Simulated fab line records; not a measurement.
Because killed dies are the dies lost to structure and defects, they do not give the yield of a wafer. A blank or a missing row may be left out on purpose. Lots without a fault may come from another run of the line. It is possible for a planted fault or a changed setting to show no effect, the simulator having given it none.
Chamber matching ; flow sky130 ; SKY_VIA4_CMP_02 on cmp-01 has 4 sister chambers
The step polishes SiO2. 4 wafers are shown with their chamber, then 7 later ones without.

== EACH WAFER AND ITS CHAMBER ==
wafer;chamber;motor-current-A (A)
L216.1;0;10.2
L216.6;3;11.0
L217.1;1;11.5
L217.3;2;12.4

== WAFERS WITHOUT THEIR CHAMBER ==
wafer;motor-current-A (A)
L217.4;10.4
L218.1;11.2
L218.4;11.4
L218.5;13.2
L219.1;11.2
L219.3;12.3
L219.4;10.7

== WHICH CHAMBER EACH WENT THROUGH ==
wafer;from the rows above;in truth
L217.4;can't be placed: 0 or 3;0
L218.1;can't be placed: 3 or 1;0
L218.4;can't be placed: 1 or 3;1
L218.5;2;2
L219.1;can't be placed: 3 or 1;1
L219.3;can't be placed: 2 or 1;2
L219.4;can't be placed: 3 or 0 or 1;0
Correct placement for 1 of the 7. Cannot be placed on the basis of these rows: 6; the candidates contain the true chamber in 5. Number placed wrongly: 0.
How it was worked out, from the rows above alone: a wafer's distance from a chamber is the root of the sum, over the readings, of the square of ((its reading less the chamber's mean) divided by the reading's scatter). If the next closest chamber is less than 2 further off than the closest, the wafer can't be placed; otherwise it belongs to the closest. The mean given for a chamber averages the wafers shown for that chamber. The scatter (one wafer shown for each chamber): square how far every hidden wafer sits from the nearest shown wafer, average those squares and take the square root.
